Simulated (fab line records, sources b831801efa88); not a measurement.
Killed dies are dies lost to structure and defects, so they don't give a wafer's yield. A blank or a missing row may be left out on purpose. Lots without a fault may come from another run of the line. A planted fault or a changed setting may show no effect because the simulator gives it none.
fab line records | flow sfq_line
record lots=7 wafers=21 last_day=91
route steps=325 shown M7@295 I7@296
lots that met no fault: from a run of the same line without faults
start_h: hours from the record's first day to the start of the lot's first wafer shown | wait_h: hours since the lot's step before | " the same as in the row above | L1.1+2: a row that stands for several wafers | - no value, or no start given | * or withheld: withheld | < > ~ a bound
route shown NAME@n: a module of which the file shows steps, and the number in the route of the first | usual: mean/standard deviation of fault-free wafers | same: alike in all rows | chamber/n: place in a boat | sites: the reading at each site | _std_site: their standard deviation | _edge_site: outer sites' mean less inner sites' | radius_mm: how far each site lies from the wafer's centre | mask NAME#n: copy n | behind: the tool/chamber that last shaped the wafer | hold: why the lot was held/for how many hours/how that ended | device: the transistor (n, p or np) that didn't switch | end of line: the same wafers' tests at the end of the route | a step without rows: its recipe alone | killed: dies lost to structure and defects at the first sort, not the wafer's yield | map: a wafer's dies, x killed, . not, _ none there
set.NAME: the setting as run; set.NAME@STEP: as run at that earlier step | model.NAME: the simulator's own value behind a step, which no gauge read
lots at some steps of the route; a table a step, a row a wafer
services: from which hour (start_h, from the record's first day; less than 0 if before it) a tool's chamber was out of use, for how many hours, and why
## steps
# step SFQ_TRILAYER_M7_STRIP_SOLV_CLEAN_182
# recipe chemistry=NMP temp_c=70 time_s=600
# step SFQ_TRILAYER_I7_DEP_PECVD_183
# recipe material=SiO2 temp_c=150 time_s=113.9 pressure_torr=2.4 rf_w=183.3 precursor=SiH4/N2O target_thk_nm=500
# usual heater_power_w=77/18 throttle_valve_pct=24.4/1.1
# columns lot.wafer tool chamber start_h wait_h heater_power_w throttle_valve_pct
L251.4 pecvd-01 1 1820.24 0.0 35 24.7
L251.5 " 0 " " 92 24.5
L251.6 " 2 " " 68 22.4
L256.1 pecvd-02 1 1843.87 0.0 91 23.4
L256.3 " 2 " " 63 23.8
L256.6 " 0 " " 70 24.4
L266.1 pecvd-04 1 2070.25 0.0 101 22.2
L266.3 " 0 " " 82 22.4
L266.5 " 2 " " 76 23.4
L268.1 pecvd-01 0 2082.59 0.0 105 25.1
L268.3 " 1 " " 36 25.3
L268.5 " 2 " " 71 23.3
L270.1 pecvd-01 1 2089.79 0.0 35 25.4
L270.3 " 0 " " 101 25.2
L270.4 " 0 " " 105 25.2
L271.3 pecvd-02 1 2090.82 0.0 82 23.7
L271.4 " 0 " " 78 24.7
L271.6 " 1 " " 85 24.0
L272.1 pecvd-01 1 2094.43 0.0 41 25.5
L272.4 " 0 " " 101 25.4
L272.6 " 2 " " 70 23.4
# step SFQ_TRILAYER_I7_CMP_CMP_184
# recipe material=SiO2 down_force_psi=3 platen_rpm=60 pad_velocity_m_s=0.94248
# usual motor_current_A=10.5/1.2 time_to_endpoint_s=222/8.7
# columns lot.wafer tool chamber start_h wait_h motor_current_A time_to_endpoint_s
L251.4 cmp-01 2 1821.28 1.0 11.0 220
L251.6 " 0 1822.28 2.0 11.5 217
L251.5 " 1 " " 9.0 220
L256.1 cmp-01 0 1844.88 1.0 11.6 213
L256.3 " 3 1846.38 2.5 11.1 236
L256.6 " 0 " " 11.9 223
L266.3 cmp-02 0 2078.72 8.4 9.4 224
L266.1 " 1 " " 8.8 215
L266.5 " 0 2080.72 10.4 9.3 228
L268.1 cmp-01 1 2085.78 3.2 9.5 220
L268.3 " 2 " " 11.8 228
L268.5 " 1 2087.78 5.1 10.4 228
L270.1 cmp-01 3 2089.87 0.0 11.4 235
L270.4 " 0 " " 11.8 233
L270.3 " 1 " " 9.3 220
L271.3 cmp-02 3 2091.39 0.5 11.4 211
L271.4 " 1 2092.39 1.5 9.3 217
L271.6 " 2 " " 8.1 218
L272.1 cmp-01 2 2094.51 0.0 11.6 215
L272.4 " 1 2096.01 1.5 9.5 220
L272.6 " 2 " " 11.2 218
# step SFQ_I7_BOW_MEAS_946
# recipe mode=bow
# usual I7_BOW=7/12
# columns lot.wafer tool chamber start_h wait_h I7_BOW[um]
L251.4 film_metro-02 - 1823.34 1.6 2
L251.5 " - " " -5
L251.6 " - " " -1
L256.1 film_metro-03 - 1847.88 2.5 9
L256.3 " - " " 23
L256.6 " - " " 20
L266.1 film_metro-01 - 2081.72 2.0 6
L266.3 " - " " 20
L266.5 " - " " 5
L268.1 film_metro-02 - 2088.28 2.0 -4
L268.3 " - " " -7
L268.5 " - " " -6
L270.1 film_metro-01 - 2092.87 2.5 7
L270.3 " - " " -1
L270.4 " - " " 1
L271.3 film_metro-02 - 2093.93 2.0 13
L271.4 " - " " 13
L271.6 " - " " 11
L272.1 film_metro-03 - 2097.51 2.5 -13
L272.4 " - " " -9
L272.6 " - " " -19
# step SFQ_TRILAYER_I7_METRO_MEASURE_185
# usual thk_nm=199.6/1.4
# columns lot.wafer tool chamber start_h wait_h thk_nm
L251.4 film_metro-02 - 1824.00 0.6 199.7
L251.5 " - " " 198.9
L251.6 " - " " 199.1
L256.1 film_metro-03 - 1848.00 0.1 199.3
L256.3 " - " " 200.8
L256.6 " - " " 199.6
L266.1 film_metro-01 - 2081.84 0.1 198.6
L266.3 " - " " 200.6
L266.5 " - " " 200.6
L268.1 film_metro-02 - 2088.40 0.1 199.1
L268.3 " - " " 200.2
L268.5 " - " " 199.7
L270.1 film_metro-01 - 2092.99 0.1 201.6
L270.3 " - " " 198.6
L270.4 " - " " 199.5
L271.3 film_metro-02 - 2094.41 0.5 199.1
L271.4 " - " " 199.8
L271.6 " - " " 199.2
L272.1 film_metro-03 - 2097.63 0.1 200.6
L272.4 " - " " 200.6
L272.6 " - " " 199.8
# step SFQ_TRILAYER_I7_VIA_LITHO_COAT_192
# recipe resist=BARC spin_rpm=3000 resist_thk_nm=62
# step SFQ_TRILAYER_I7_VIA_LITHO_COAT_187
# recipe resist=KrF spin_rpm=3000 resist_thk_nm=650
# step SFQ_TRILAYER_I7_VIA_LITHO_SOFTBAKE_191
# recipe temp_c=withheld time_s=withheld resist=KrF
# step SFQ_TRILAYER_I7_VIA_LITHO_EXPOSE_188
# recipe mask_id=I7 na=0.6 source_shape=conventional sigma_outer=0.65 target_cd_nm=1000 dose_mj=21.3
# step SFQ_TRILAYER_I7_VIA_LITHO_PEB_190
# recipe peb_temp_c=115 peb_time_s=60.96 resist=KrF
# usual plate_sensor_t_centre_C=115.95/0.0097 plate_sensor_t_edge_C=116.08/0.011
# columns lot.wafer tool chamber start_h wait_h plate_sensor_t_centre_C plate_sensor_t_edge_C
L251.4 litho_track-02 0 1828.57 0.5 115.95 116.09
L251.5 " 0 " " 115.94 116.07
L251.6 " 0 " " 115.93 116.1
L256.1 litho_track-01 0 1851.15 1.0 115.95 116.08
L256.3 " 0 " " 115.96 116.07
L256.6 " 0 " " 115.94 116.09
L266.1 litho_track-03 0 - - 115.95 116.09
L266.3 " 0 " " 115.96 116.09
L266.5 " 0 " " 115.95 116.1
L268.1 litho_track-01 0 2092.67 1.0 115.95 116.06
L268.3 " 0 " " 115.94 116.1
L268.5 " 0 " " 115.95 116.08
L270.1 litho_track-02 0 2096.14 1.0 115.95 116.08
L270.3 " 0 " " 115.96 116.08
L270.4 " 0 " " 115.95 116.09
L271.3 litho_track-02 0 2097.39 0.7 115.96 116.07
L271.4 " 0 " " 115.94 116.09
L271.6 " 0 " " 115.95 116.08
L272.1 litho_track-01 0 2100.78 1.0 115.96 116.08
L272.4 " 0 " " 115.95 116.09
L272.6 " 0 " " 115.93 116.09
# step SFQ_TRILAYER_I7_VIA_LITHO_DEVELOP_189
# recipe time_s=60 resist=KrF
# step SFQ_I7_OVL_MEAS_947
# usual I7_OVL=0/6.1
# columns lot.wafer tool chamber start_h wait_h I7_OVL[nm]
L251.4 overlay-02 - 1828.81 0.1 7
L251.5 " - " " 1
L251.6 " - " " 9
L256.1 overlay-01 - 1851.45 0.1 4
L256.3 " - " " 8
L256.6 " - " " 8
L266.1 overlay-01 - 2087.09 0.1 1
L266.3 " - " " 6
L266.5 " - " " 1
L268.1 overlay-02 - 2092.97 0.1 -10
L268.3 " - " " -4
L268.5 " - " " -10
L270.1 overlay-01 - 2096.44 0.1 7
L270.3 " - " " -2
L270.4 " - " " -6
L271.3 overlay-01 - 2097.65 0.1 -3
L271.4 " - " " 4
L271.6 " - " " 10
L272.1 overlay-01 - 2101.08 0.1 6
L272.4 " - " " 2
L272.6 " - " " 4
# step SFQ_TRILAYER_I7_VIA_BARC_OPEN_VIA_ETCH_260
# recipe mask_material=PR chemistry=O2 target_depth_nm=125 target=BARC source_w=500 bias_w=80 pressure_mtorr=30 time_s=41.7
# usual drypump_motor_current_A=5.9/0.39 oes_product_au=0.684/0.0044 run_length_s=70.1/0.41
# columns lot.wafer tool chamber start_h wait_h drypump_motor_current_A oes_product_au rf_hours_counter_h run_length_s model.KrF_of_TRILAYER_I7_VIA_LITHO_COAT_187.thk_nm
L251.4 rie_diel-03 2 1828.83 0.0 5.4 0.676 12 70.5 570.6
L251.5 " 1 " " 6.0 0.681 - 70.4 567.1
L251.6 " 2 " " 5.4 0.686 - 70.5 572.1
L256.1 rie_diel-01 2 1851.48 0.0 5.9 0.683 16 70.3 574.1
L256.3 " 3 " " 6.2 0.682 14 69.6 572.9
L256.6 " 1 " " 6.1 0.682 - 69.6 571.9
L266.1 rie_diel-01 1 2087.12 0.0 6.1 0.650 17 73.8 568.7
L266.3 " 3 " " 6.1 0.678 18 69.6 573.6
L266.5 " 2 " " 5.9 0.675 - 70.9 574
L268.1 rie_diel-01 1 2093.01 0.0 6.1 0.658 17 73.9 567.7
L268.3 " 3 " " 6.1 0.683 18 69.4 570.9
L268.5 " 2 " " 5.9 0.681 - 70.5 574.6
L270.1 rie_diel-01 3 2096.48 0.0 6.1 0.687 18 69.5 573.5
L270.3 " 1 " " 6.1 0.657 17 73.1 568.4
L270.4 " 2 " " 5.9 0.691 1 70.8 571.6
L271.3 rie_diel-03 0 2097.68 0.0 6.5 0.685 4 70.0 570.5
L271.4 " 2 " " 5.4 0.677 16 70.7 574.3
L271.6 " 2 " " 5.4 0.684 - 70.1 574.2
L272.1 rie_diel-02 3 2101.12 0.0 6.0 0.683 5 70.0 571.2
L272.4 " 2 " " 6.5 0.675 4 69.9 569.7
L272.6 " 0 " " 5.1 0.683 - 70.0 570.4
# step SFQ_TRILAYER_I7_VIA_ETCH_VIA_ETCH_190
# recipe target=SiO2 stop_on=Nb mask_material=PR taper_deg=20 chemistry=CHF3 target_depth_nm=260 source_w=500 bias_w=80 pressure_mtorr=30 time_s=withheld
# usual drypump_motor_current_A=5.9/0.39 oes_product_au=0.854/0.0058
# columns lot.wafer tool chamber start_h wait_h drypump_motor_current_A oes_product_au model.KrF_of_TRILAYER_I7_VIA_LITHO_COAT_187.thk_nm
L251.4 rie_diel-03 2 1828.87 0.0 5.4 0.851 526
L251.5 " 1 " " 6.0 0.846 521.1
L251.6 " 2 " " 5.4 0.853 527.5
L256.1 rie_diel-01 2 1851.52 0.0 5.9 0.855 530.3
L256.3 " 3 " " 6.1 0.860 528.9
L256.6 " 1 " " 6.1 0.848 526.6
L266.1 rie_diel-01 1 2087.16 0.0 6.1 0.850 524.4
L266.3 " 3 " " 6.1 0.860 530
L266.5 " 2 " " 5.9 0.853 530.6
L268.1 rie_diel-01 1 2093.05 0.0 6.1 0.854 523.2
L268.3 " 3 " " 6.1 0.854 527.3
L268.5 " 2 " " 5.9 0.856 530.8
L270.1 rie_diel-01 3 2096.52 0.0 6.1 0.862 530.1
L270.3 " 1 " " 6.0 0.849 523.7
L270.4 " 2 " " 5.9 0.852 527.9
L271.3 rie_diel-03 0 2097.72 0.0 6.4 0.856 524.2
L271.4 " 2 " " 5.4 0.851 529.8
L271.6 " 2 " " 5.4 0.858 529.6
L272.1 rie_diel-02 3 2101.16 0.0 6.0 0.852 526
L272.4 " 2 " " 6.5 0.859 524.4
L272.6 " 0 " " 5.0 0.851 525.6
# step SFQ_TRILAYER_I7_VIA_STRIP_STRIP_191
# recipe gas=O2 power_w=200 platen_temp_c=40 overash_fraction=0.65 chemistry=O2 pressure_mtorr=50
# usual drypump_motor_current_A=5.3/0.47 oes_product_au=0.999/0.008
# columns lot.wafer tool chamber start_h wait_h drypump_motor_current_A oes_product_au rf_hours_counter_h
L251.4 rie_metal-04 0 1829.18 - 5.4 1.004 -
L251.5 " 0 " " 5.4 0.993 -
L251.6 " 1 " " 4.9 1.003 -
L256.1 rie_metal-02 0 1851.64 - 5.7 0.999 78
L256.3 " 0 " " 5.7 0.999 -
L256.6 " 0 " " 5.7 0.999 -
L266.1 rie_metal-03 1 2087.27 - 6.3 1.011 26
L266.3 " 0 " " 5.0 0.998 -
L266.5 " 0 " " 5.0 0.995 -
L268.1 rie_metal-03 0 2093.16 - 4.9 0.982 62
L268.3 " 0 " " 4.9 0.984 -
L268.5 " 0 " " 4.9 0.987 -
L270.1 rie_metal-02 0 2096.63 - 5.7 0.995 112
L270.3 " 1 " " 4.9 1.010 -
L270.4 " 0 " " 5.7 1.007 -
L271.3 rie_metal-03 1 2098.03 - 6.2 0.996 -
L271.4 " 0 " " 5.0 0.983 -
L271.6 " 0 " " 4.9 0.983 -
L272.1 rie_metal-03 1 2101.27 - 6.2 1.001 28
L272.4 " 1 " " 6.2 0.998 -
L272.6 " 1 " " 6.3 0.999 -
## services
# columns tool chamber start_h hours kind
rie_metal-02 1 1800.65 2.3 repair
rie_diel-02 3 1806.24 5.4 repair
rie_diel-01 2 1840.01 1.3 repair
rie_diel-01 0 1854.49 13.1 repair
rie_diel-03 0 1861.94 2.6 repair
film_metro-02 - 1865.35 0.6 pm
film_metro-02 - 1878.15 0.3 pm
rie_metal-03 1 1899.33 17.5 repair
rie_metal-03 - 1906.27 1.4 repair
film_metro-02 - 1909.05 6.8 pm
cmp-01 - 1920.56 4.6 pm
cmp-01 - 1924.09 2.0 repair
cmp-01 - 1940.81 4.0 pm
cmp-01 - 1944.81 5.9 pm
rie_diel-03 3 1945.19 12.9 repair
rie_diel-03 1 1953.75 8.0 repair
cmp-01 - 1984.86 3.0 repair
film_metro-02 - 2008.46 1.5 pm
rie_diel-03 0 2034.08 4.3 repair
pecvd-01 2 2046.28 6.8 repair
cmp-01 - 2058.00 0.7 repair
film_metro-02 - 2064.79 0.5 pm
cmp-01 - 2070.41 8.9 pm
rie_diel-01 0 2085.84 5.3 repair
## key
first_sign step=SFQ_TRILAYER_I7_VIA_BARC_OPEN_VIA_ETCH_260 reading=run_length_s direction=up sigmas=8.4 usual=* struck=*
effect step=SFQ_TRILAYER_I7_VIA_BARC_OPEN_VIA_ETCH_260 reading=oes_product_au direction=down sigmas=6.8 usual=0.684 struck=0.655
model_effect step=SFQ_TRILAYER_I7_VIA_BARC_OPEN_VIA_ETCH_260 value=KrF_of_TRILAYER_I7_VIA_LITHO_COAT_187.thk_nm without=572.7 struck=568.3
model_effect step=SFQ_TRILAYER_I7_VIA_ETCH_VIA_ETCH_190 value=KrF_of_TRILAYER_I7_VIA_LITHO_COAT_187.thk_nm without=528.2 struck=523.8
met_at SFQ_TRILAYER_I7_VIA_BARC_OPEN_VIA_ETCH_260
struck_wafers L266.1,L268.1,L270.3
onset_between 1851.48 2087.12
fault kind=process_parameter_drift tool=rie_diel-01 chamber=1 onset_h=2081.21 steps=SFQ_TRILAYER_I7_VIA_BARC_OPEN_VIA_ETCH_260 channel=time_s offset=* shape=step end_h=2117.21 acts_in=* stated=*
